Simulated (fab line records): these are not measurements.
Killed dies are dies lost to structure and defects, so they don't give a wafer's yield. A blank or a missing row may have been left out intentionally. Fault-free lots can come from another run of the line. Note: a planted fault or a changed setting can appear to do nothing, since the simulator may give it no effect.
Chamber matching | flow gf180mcu | GF_STI_CMP_25 on cmp-02: 4 sister chambers
The step polishes, stops on Si3N4, t overpolish 33 s, target thk 524.6 nm. 16 wafers are shown with their chamber, then 8 later ones without.

WAFERS WITH THEIR CHAMBER
wafer  | chamber | motorCurrentA (A) | timeToEndpointS (s)
L376.1 | 3       | 12.5              | 125
L376.4 | 2       | 12.0              | 119
L376.5 | 1       | 11.3              | 123
L378.1 | 0       | 10.9              | 132
L378.3 | 3       | 13.0              | 132
L378.5 | 2       | 11.3              | 126
L379.2 | 0       | 11.0              | 128
L379.4 | 2       | 10.6              | 122
L379.5 | 3       | 12.1              | 132
L381.3 | 1       | 10.7              | 119
L381.4 | 3       | 11.7              | 125
L381.5 | 1       | 11.2              | 129
L389.1 | 1       | 11.0              | 110
L389.4 | 2       | 12.3              | 104
L389.5 | 1       | 10.6              | 109
L392.1 | 0       | 10.8              | 111

SIGNATURES, as means of the wafers listed above
reading         | chamber 0 | chamber 1 | chamber 2 | chamber 3 | scatter within a chamber
motorCurrentA   | 10.900    | 10.960    | 11.550    | 12.325    | 0.504
timeToEndpointS | 123.67    | 118.00    | 117.75    | 128.50    | 8.5
Rule: a wafer lies at a distance from a chamber equal to the root of the sum of squares, over the readings, of (its reading less the chamber's mean, divided by the reading's scatter). The wafer belongs to the nearest chamber; if the next one is less than 2 further off, it can't be placed. How the scatter is found: for the shown wafers, subtract from each reading the mean of its chamber, square and add these, divide the total by (wafers less chambers), then take the root.

WAFERS WITH NO CHAMBER GIVEN
wafer  | motorCurrentA (A) | timeToEndpointS (s)
L392.2 | 11.4              | 112
L392.5 | 12.9              | 112
L394.1 | 12.3              | 114
L394.2 | 11.6              | 109
L394.5 | 11.5              | 110
L397.1 | 11.8              | 108
L397.3 | 12.0              | 111
L397.4 | 11.7              | 111

EACH ONE'S CHAMBER
wafer  | from the rows above               | in truth
L392.2 | can't be placed: 2 or 1 or 0 or 3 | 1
L392.5 | can't be placed: 3 or 2 or 1 or 0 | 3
L394.1 | can't be placed: 2 or 3 or 1 or 0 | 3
L394.2 | can't be placed: 2 or 1 or 0 or 3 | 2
L394.5 | can't be placed: 2 or 1 or 0 or 3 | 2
L397.1 | can't be placed: 2 or 1 or 0 or 3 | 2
L397.3 | can't be placed: 2 or 3 or 1 or 0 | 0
L397.4 | can't be placed: 2 or 1 or 0 or 3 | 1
Placed correctly: 0 of 8. Unplaceable from these rows: 8, with the true chamber sitting among the candidates in 8. Wrongly placed: 0.
